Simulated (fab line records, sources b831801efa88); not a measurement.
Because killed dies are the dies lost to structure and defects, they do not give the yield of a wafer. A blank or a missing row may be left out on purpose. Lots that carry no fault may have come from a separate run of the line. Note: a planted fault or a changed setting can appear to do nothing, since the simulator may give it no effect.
Which of the tools did it? | flow gf180mcu | 24 lots with 72 wafers sampled at 6 steps, on a route of 602 steps

## WHAT THE GAUGES READ, wafer by wafer
GF_HV_LDD_OVL_MEAS_32.
lot  | measured     | on         | HV_LDD_02_OVL (nm)
L074 | day 11 09:01 | overlay-01 | 1.6 -0.9 -0.2
L075 | day 12 01:31 | overlay-01 | 1.8 1.3 1.8
L076 | day 12 06:40 | overlay-01 | -1.1 -1.8 0.3
L077 | day 12 14:53 | overlay-01 | 2.8 1.4 0.8
L078 | day 12 23:14 | overlay-01 | -2.1 -1.1 -1.5
L079 | day 13 03:44 | overlay-02 | 1.5 1.9 3.2
L080 | day 13 10:26 | overlay-01 | 0.0 0.6 0.8
L081 | day 13 21:40 | overlay-01 | 2.7 1.3 2.6
L082 | day 14 03:08 | overlay-02 | -0.3 0.2 1.0
L083 | day 14 08:34 | overlay-02 | -0.7 0.8 1.7
L084 | day 14 17:58 | overlay-01 | 1.0 0.1 0.1
L085 | day 15 02:36 | overlay-02 | 0.7 3.0 0.2
L086 | day 15 10:37 | overlay-01 | 1.1 0.3 -1.8
L087 | day 15 17:43 | overlay-02 | 2.3 0.4 0.9
L088 | day 16 02:09 | overlay-02 | 2.2 0.2 -0.3
L089 | day 16 09:40 | overlay-02 | 3.1 0.6 0.3
L090 | day 16 16:58 | overlay-01 | 0.3 1.4 0.6
L091 | day 17 03:54 | overlay-01 | 1.7 2.3 1.4
L092 | day 17 14:29 | overlay-02 | 0.3 0.2 0.7
L093 | day 17 23:30 | overlay-01 | -0.8 -0.6 -1.4
L094 | day 18 03:23 | overlay-01 | -0.2 0.6 0.9
L095 | day 18 09:26 | overlay-01 | 0.6 -0.6 0.0
L096 | day 18 14:08 | overlay-01 | 1.7 1.0 1.5
L097 | day 19 03:11 | overlay-02 | 2.6 0.1 1.7

GF_M4_OVL_MEAS_15.
lot  | measured     | on         | M4_OVL (nm)
L074 | day 23 04:53 | overlay-02 | 2 1 -5
L075 | day 24 07:07 | overlay-02 | 5 0 1
L076 | day 24 05:09 | overlay-01 | -8 -6 4
L077 | day 24 14:56 | overlay-02 | 1 0 0
L078 | day 24 23:41 | overlay-02 | -4 1 2
L079 | day 25 02:02 | overlay-01 | 3 2 -4
L080 | day 25 08:26 | overlay-02 | 0 0 1
L081 | day 25 23:59 | overlay-01 | 0 -4 -6
L082 | day 26 05:32 | overlay-02 | 11 -5 -1
L083 | day 26 10:57 | overlay-01 | 0 14 7
L084 | day 26 19:14 | overlay-01 | 9 6 9
L085 | day 27 04:47 | overlay-02 | 8 0 -5
L086 | day 27 10:20 | overlay-02 | 2 -5 -6
L087 | day 27 18:23 | overlay-02 | 4 0 4
L088 | day 28 02:36 | overlay-02 | -7 3 -14
L089 | day 28 08:56 | overlay-02 | 5 0 -3
L090 | day 28 13:01 | overlay-02 | -10 -7 -1
L091 | day 29 00:20 | overlay-02 | 9 -3 6
L092 | day 29 08:32 | overlay-02 | -2 1 1
L093 | day 29 17:11 | overlay-02 | 8 -2 2
L094 | day 29 21:17 | overlay-02 | 1 4 3
L095 | day 29 22:55 | overlay-02 | 0 7 -5
L096 | day 30 02:07 | overlay-02 | -4 11 -2
L097 | day 30 12:29 | overlay-02 | -2 0 2

GF_MIM_RS_MEAS_10: uses a four-point probe to measure.
lot  | measured     | on            | MIM_ALCU_RS (ohm/sq)
L074 | day 24 06:49 | film metro-03 | 0.1596 0.1605 0.1593
L075 | day 25 08:02 | film metro-03 | 0.1597 0.1611 0.1605
L076 | day 25 06:19 | film metro-04 | 0.1584 0.1578 0.1586
L077 | day 25 16:08 | film metro-01 | 0.1589 0.1599 0.1602
L078 | day 26 00:03 | film metro-04 | 0.1605 0.1591 0.1578
L079 | day 26 02:30 | film metro-04 | 0.1592 0.1609 0.1600
L080 | day 26 09:19 | film metro-01 | 0.1591 0.1621 0.1595
L081 | day 27 00:12 | film metro-04 | 0.1609 0.1617 0.1630
L082 | day 27 05:26 | film metro-04 | 0.1628 0.1616 0.1620
L083 | day 27 11:21 | film metro-04 | 0.1639 0.1628 0.1636
L084 | day 27 19:05 | film metro-03 | 0.1625 0.1627 0.1627
L085 | day 28 04:09 | film metro-04 | 0.1642 0.1632 0.1620
L086 | day 28 09:57 | film metro-04 | 0.1588 0.1577 0.1595
L087 | day 28 17:40 | film metro-01 | 0.1593 0.1587 0.1572
L088 | day 29 01:07 | film metro-01 | 0.1584 0.1572 0.1589
L089 | day 29 07:01 | film metro-03 | 0.1570 0.1579 0.1573
L090 | day 29 11:23 | film metro-03 | 0.1630 0.1628 0.1621
L091 | day 29 22:16 | film metro-01 | 0.1631 0.1629 0.1628
L092 | day 30 06:51 | film metro-03 | 0.1594 0.1610 0.1595
L093 | day 30 15:08 | film metro-04 | 0.1611 0.1621 0.1597
L094 | day 30 18:56 | film metro-03 | 0.1609 0.1608 0.1618
L095 | day 30 21:04 | film metro-04 | 0.1619 0.1607 0.1607
L096 | day 30 23:49 | film metro-04 | 0.1594 0.1575 0.1581
L097 | day 31 09:07 | film metro-03 | 0.1652 0.1655 0.1655

## WHICH TOOL RAN EACH LOT (tool, then ch and the chambers of the sampled wafers, then the start)
lot  | GF_V1_ETCH_16                      | GF_V3_SPUTTER_22             | GF_M4_SPUTTER_02
L074 | rie diel-04 ch 1,3, day 17 22:53   | pvd sputter-01, day 22 05:10 | pvd sputter-03, day 22 05:56
L075 | rie diel-04 ch 1,3, day 19 01:58   | pvd sputter-02, day 23 07:59 | pvd sputter-02, day 23 08:44
L076 | rie diel-01 ch 0,3, day 19 00:30   | pvd sputter-02, day 23 06:05 | pvd sputter-04, day 23 06:50
L077 | rie diel-04 ch 0,1,3, day 19 10:45 | pvd sputter-04, day 23 15:49 | pvd sputter-03, day 23 16:34
L078 | rie diel-03 ch 1,3, day 19 21:23   | pvd sputter-01, day 24 00:50 | pvd sputter-03, day 24 01:40
L079 | rie diel-01 ch 0,2, day 20 00:14   | pvd sputter-04, day 24 03:16 | pvd sputter-03, day 24 04:02
L080 | rie diel-04 ch 0,2,3, day 20 06:22 | pvd sputter-01, day 24 10:23 | pvd sputter-04, day 24 11:09
L081 | rie diel-03 ch 0,2,3, day 20 23:42 | pvd sputter-02, day 25 01:29 | pvd sputter-03, day 25 02:15
L082 | rie diel-03 ch 0,2, day 21 05:20   | pvd sputter-04, day 25 07:26 | pvd sputter-02, day 25 08:13
L083 | rie diel-03 ch 0,1,2, day 21 13:11 | pvd sputter-01, day 25 13:35 | pvd sputter-04, day 25 14:20
L084 | rie diel-01 ch 0,1,3, day 21 20:40 | pvd sputter-01, day 25 21:27 | pvd sputter-03, day 25 22:13
L085 | rie diel-03 ch 0,2,3, day 22 07:22 | pvd sputter-04, day 26 07:14 | pvd sputter-03, day 26 08:00
L086 | rie diel-01 ch 1,2, day 22 14:11   | pvd sputter-04, day 26 12:52 | pvd sputter-02, day 26 13:38
L087 | rie diel-01 ch 0,2,3, day 22 23:52 | pvd sputter-02, day 26 21:07 | pvd sputter-04, day 26 21:52
L088 | rie diel-03 ch 0,1,3, day 23 08:07 | pvd sputter-02, day 27 05:20 | pvd sputter-02, day 27 06:06
L089 | rie diel-01 ch 0,2, day 23 15:16   | pvd sputter-01, day 27 12:13 | pvd sputter-02, day 27 12:59
L090 | rie diel-01 ch 1,3, day 23 21:49   | pvd sputter-04, day 27 17:21 | pvd sputter-02, day 27 18:07
L091 | rie diel-01 ch 0,1,2, day 24 09:19 | pvd sputter-01, day 28 03:59 | pvd sputter-04, day 28 04:45
L092 | rie diel-01 ch 0,2,3, day 24 18:38 | pvd sputter-04, day 28 12:37 | pvd sputter-04, day 28 13:40
L093 | rie diel-01 ch 0,1,2, day 25 05:12 | pvd sputter-04, day 28 21:40 | pvd sputter-03, day 28 22:26
L094 | rie diel-04 ch 2,3, day 25 09:30   | pvd sputter-02, day 29 01:43 | pvd sputter-02, day 29 02:29
L095 | rie diel-04 ch 0,1,3, day 25 11:13 | pvd sputter-02, day 29 02:55 | pvd sputter-03, day 29 03:41
L096 | rie diel-04 ch 0,1,3, day 25 15:47 | pvd sputter-01, day 29 06:44 | pvd sputter-03, day 29 07:31
L097 | rie diel-04 ch 0,2,3, day 26 03:47 | pvd sputter-02, day 29 16:58 | pvd sputter-04, day 29 17:55
- GF_V1_ETCH_16: etches BARC in N2/H2.
- GF_V3_SPUTTER_22: material TiN, target thk 10 nm, time 40 s.
- GF_M4_SPUTTER_02: material AlCu, target thk 450 nm, time 23.9 s.

## AS READ BY THE TOOLS THEMSELVES (means over the sampled wafers that have a number; for cases with no such wafer, the mark the record gives instead)
GF_V1_ETCH_16.
lot  | tool        | drypump motor current A (A) | oes product au (a.u.) | throttle valve pct (%)
L074 | rie diel-04 | 5.7                         | 0.857                 | 13.233
L075 | rie diel-04 | 5.6                         | 0.856                 | 13.229
L076 | rie diel-01 | 6.0                         | 0.852                 | 13.226
L077 | rie diel-04 | 5.5                         | 0.855                 | 13.224
L078 | rie diel-03 | 5.6                         | 0.861                 | 13.224
L079 | rie diel-01 | 6.1                         | 0.860                 | 13.225
L080 | rie diel-04 | 5.5                         | 0.857                 | 13.224
L081 | rie diel-03 | 6.3                         | 0.857                 | 13.229
L082 | rie diel-03 | 6.0                         | 0.852                 | 13.226
L083 | rie diel-03 | 5.8                         | 0.856                 | 13.226
L084 | rie diel-01 | 5.8                         | 0.857                 | 13.221
L085 | rie diel-03 | 6.3                         | 0.853                 | 13.224
L086 | rie diel-01 | 5.5                         | 0.857                 | 13.219
L087 | rie diel-01 | 6.0                         | 0.855                 | 13.231
L088 | rie diel-03 | 5.8                         | 0.854                 | 13.232
L089 | rie diel-01 | 5.9                         | 0.850                 | 13.224
L090 | rie diel-01 | 5.4                         | 0.850                 | 13.221
L091 | rie diel-01 | 5.7                         | 0.853                 | 13.228
L092 | rie diel-01 | 5.9                         | 0.854                 | 13.225
L093 | rie diel-01 | 5.7                         | 0.857                 | 13.221
L094 | rie diel-04 | 5.6                         | 0.849                 | 13.221
L095 | rie diel-04 | 5.5                         | 0.851                 | 13.230
L096 | rie diel-04 | 5.5                         | 0.851                 | 13.229
L097 | rie diel-04 | 5.5                         | 0.856                 | 13.223

GF_V3_SPUTTER_22.
lot  | tool           | throttle valve pct (%)
L074 | pvd sputter-01 | 30.0
L075 | pvd sputter-02 | 31.5
L076 | pvd sputter-02 | 32.4
L077 | pvd sputter-04 | 29.3
L078 | pvd sputter-01 | 30.2
L079 | pvd sputter-04 | 29.9
L080 | pvd sputter-01 | 29.5
L081 | pvd sputter-02 | 31.3
L082 | pvd sputter-04 | 30.6
L083 | pvd sputter-01 | 29.9
L084 | pvd sputter-01 | 30.7
L085 | pvd sputter-04 | 29.3
L086 | pvd sputter-04 | 29.3
L087 | pvd sputter-02 | 31.2
L088 | pvd sputter-02 | 32.4
L089 | pvd sputter-01 | 29.9
L090 | pvd sputter-04 | 29.3
L091 | pvd sputter-01 | 28.8
L092 | pvd sputter-04 | 29.3
L093 | pvd sputter-04 | 29.4
L094 | pvd sputter-02 | 30.3
L095 | pvd sputter-02 | 30.1
L096 | pvd sputter-01 | 29.6
L097 | pvd sputter-02 | 30.1

GF_M4_SPUTTER_02.
lot  | tool           | throttle valve pct (%)
L074 | pvd sputter-03 | 29.7
L075 | pvd sputter-02 | 29.1
L076 | pvd sputter-04 | 29.0
L077 | pvd sputter-03 | 29.7
L078 | pvd sputter-03 | 30.0
L079 | pvd sputter-03 | 30.1
L080 | pvd sputter-04 | 29.4
L081 | pvd sputter-03 | 29.6
L082 | pvd sputter-02 | 31.4
L083 | pvd sputter-04 | 29.8
L084 | pvd sputter-03 | 29.8
L085 | pvd sputter-03 | 30.0
L086 | pvd sputter-02 | 30.4
L087 | pvd sputter-04 | 29.6
L088 | pvd sputter-02 | 32.2
L089 | pvd sputter-02 | 30.3
L090 | pvd sputter-02 | 30.5
L091 | pvd sputter-04 | 30.6
L092 | pvd sputter-04 | 30.1
L093 | pvd sputter-03 | 30.0
L094 | pvd sputter-02 | 30.2
L095 | pvd sputter-03 | 29.9
L096 | pvd sputter-03 | 30.1
L097 | pvd sputter-04 | 30.3

## THE ANSWER, worked out from the rows above alone
Rule: the usual values come from the lots themselves. The widest of any qualifying gaps counts: lots, ordered by their means at a reading, are off when they make up no more than a third of the lots, leave a main group of 4 or more, and stand apart from it by 3 or more times the standard deviation of that group's means. If all means in a main group match to the digits the tables above print for the reading, that group is not used. A lot without any number at a reading at which 4 lots or more have one is off too. The other lots that the step has rows for count as sound. First the gauges in route order, then the tools' own readings, where a lot's mean is used as printed above. The first step at which some lot is off is used, and at that step the reading that is off furthest; a lot without a number counts as furthest.
Across all readings shown, no lot is off: no conclusion can be drawn from this.

## WHAT HAD BEEN PUT IN BY THE SIMULATOR
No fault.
